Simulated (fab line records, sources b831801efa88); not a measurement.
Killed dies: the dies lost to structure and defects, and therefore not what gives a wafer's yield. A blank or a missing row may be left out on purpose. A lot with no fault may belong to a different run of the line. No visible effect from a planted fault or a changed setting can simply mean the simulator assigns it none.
Struck lot and sound lot, side by side | flow gf180mcu | 43 steps out of a route of 602
Sound: the wafers L825.3, L825.4, L825.5. Struck: wafers L830.2, L830.3, L830.6. The cause is named last.
At each step with rows: each side's tool, then ch and its chambers, then its first start. Under that, the readings that differ: sound wafers | struck wafers | difference of the means | sigmas: that difference in standard deviations of wafers without a fault.
alike: readings with means less than 2 such deviations apart, plus words and numbers identical on both sides. not compared: withheld readings, readings lacking a value on some wafer, bounds such as >300 that could conceal the same value, and numbers that have no deviation in the record and whose values overlap.
The two part at a step that has a row with sigmas, a row that says differs or no value, or rows on one side only. Numbers that have no deviation but don't overlap get no sigmas and don't part them. A reading that every wafer of one side lacks parts them only if that side has two wafers or more.

first, 5 steps without rows for these wafers: GF_STI_WET_ETCH_17 (etches Si3N4 in H3PO4, target depth 45 nm, time 514 s); GF_STI_CLEAN_18 (cleans in SC1/SC2, time 150 s); GF_STI_CLEAN_19 (cleans in dHF, time 20 s); GF_STI_WET_ETCH_20 (etches SiO2 in dHF, target depth 20 nm, time 400 s); GF_STI_OXIDATION_21 (stabilise 600 s, purge 300 s, target thk 15 nm).
GF_STI_THK_MEAS_22:
  sound on film_metro-02, day 4 06:38; struck on film_metro-02, day 5 09:11
  alike: STI_OXIDATION_01_THK
then, 1 step without rows for these wafers: GF_STI_CVD_23 (deposits SiO2, target thk 650 nm, time 108.3 s).
GF_STI_THK_MEAS_24:
  sound on film_metro-03, day 4 06:46; struck on film_metro-02, day 5 09:20
  alike: STI_CVD_23_THK
GF_STI_CMP_25: polishes, stops on Si3N4, t overpolish 33 s, target thk 524.6 nm.
  sound on cmp-01 ch 2,3, day 4 06:49; struck on cmp-01 ch 0,1, day 5 09:26
  alike: motor_current_A, overpolish_run_s, time_to_endpoint_s
then, 3 steps without rows for these wafers: GF_STI_WET_ETCH_26 (etches SiO2 in dHF, target depth 94 nm, time 188 s); GF_STI_WET_ETCH_27 (etches Si3N4 in H3PO4, target depth 160 nm, time 1825 s); GF_STI_WET_ETCH_28 (etches SiO2 in dHF, target depth 20 nm, time 40 s).
GF_STI_OXIDATION_29: stabilise 600 s, purge 300 s, target thk 10 nm.
  sound on furnace-01 ch 0, day 4 08:04; struck on furnace-01 ch 0, day 5 11:07
  alike: tube_center_temp_C
GF_STI_THK_MEAS_30:
  sound on film_metro-03, day 4 09:29; struck on film_metro-02, day 5 12:32
  alike: STI_OXIDATION_02_THK
then, 8 steps without rows for these wafers: GF_DNWELL_DEHYDRATE_00 (time 60 s); GF_DNWELL_HMDS_01 (prime time 60 s); GF_DNWELL_COAT_02 (resist thk 3000 nm); GF_DNWELL_SOFTBAKE_03; GF_DNWELL_EXPOSE_04 (exposes mask DNWELL, target cd 1700 nm); GF_DNWELL_PEB_05; GF_DNWELL_DEVELOP_06 (develop time 60 s); GF_DNWELL_IMPLANT_07.
GF_DNWELL_STRIP_08: strips in O2/N2.
  sound on plasma_asher-02 ch 0,1, day 4 23:31; struck on plasma_asher-02 ch 0, day 6 02:59
  alike: drypump_motor_current_A, heater_power_w, oes_product_au, platen_temp_c, strip_time_to_endpoint_s
  not compared: rf_hours_counter_h
GF_DNWELL_TW_MEAS_09:
  sound on film_metro-03, day 4 23:37; struck on film_metro-03, day 6 03:06
  alike: DNWELL_TW
then, 7 steps without rows for these wafers: GF_NWELL_DEHYDRATE_00 (time 60 s); GF_NWELL_HMDS_01 (prime time 60 s); GF_NWELL_COAT_02 (resist thk 3000 nm); GF_NWELL_SOFTBAKE_03; GF_NWELL_EXPOSE_04 (exposes mask Nwell, target cd 860 nm); GF_NWELL_PEB_05; GF_NWELL_DEVELOP_06 (develop time 60 s).
GF_NWELL_OVL_MEAS_07:
  sound on overlay-01, day 5 13:48; struck on overlay-02, day 6 18:15
  alike: NWELL_OVL
then, 2 steps without rows for these wafers: GF_NWELL_IMPLANT_08; GF_NWELL_IMPLANT_09.
GF_NWELL_STRIP_10: strips in O2/N2.
  sound on plasma_asher-01 ch 0,1, day 5 14:10; struck on plasma_asher-03 ch 0,1, day 6 18:35
  alike: drypump_motor_current_A, heater_power_w, oes_product_au, platen_temp_c, strip_time_to_endpoint_s
  not compared: rf_hours_counter_h
GF_NWELL_TW_MEAS_11:
  sound on film_metro-02, day 5 14:14; struck on film_metro-01, day 6 18:41
  alike: NWELL_TW
then, 6 steps without rows for these wafers: GF_LVPWELL_DEHYDRATE_00 (time 60 s); GF_LVPWELL_HMDS_01 (prime time 60 s); GF_LVPWELL_COAT_02 (resist thk 3000 nm); GF_LVPWELL_SOFTBAKE_03; GF_LVPWELL_EXPOSE_04 (exposes mask LVPWELL, target cd 600 nm); GF_LVPWELL_PEB_05.
-- the record jumps here: 26 days lie between the struck wafers' starts before and after (it left off in module LVPWELL and takes up again in module PASSIVATION, whose first step shown is number 602 of the route) --
GF_PASSIVATION_PROBE_99:
  the record has rows for the struck wafers here (prober-01, day 33 05:33) and none for the sound ones

## WHERE THEY PART
Only at GF_PASSIVATION_PROBE_99, within this record.

WHY: the cause the simulator had injected
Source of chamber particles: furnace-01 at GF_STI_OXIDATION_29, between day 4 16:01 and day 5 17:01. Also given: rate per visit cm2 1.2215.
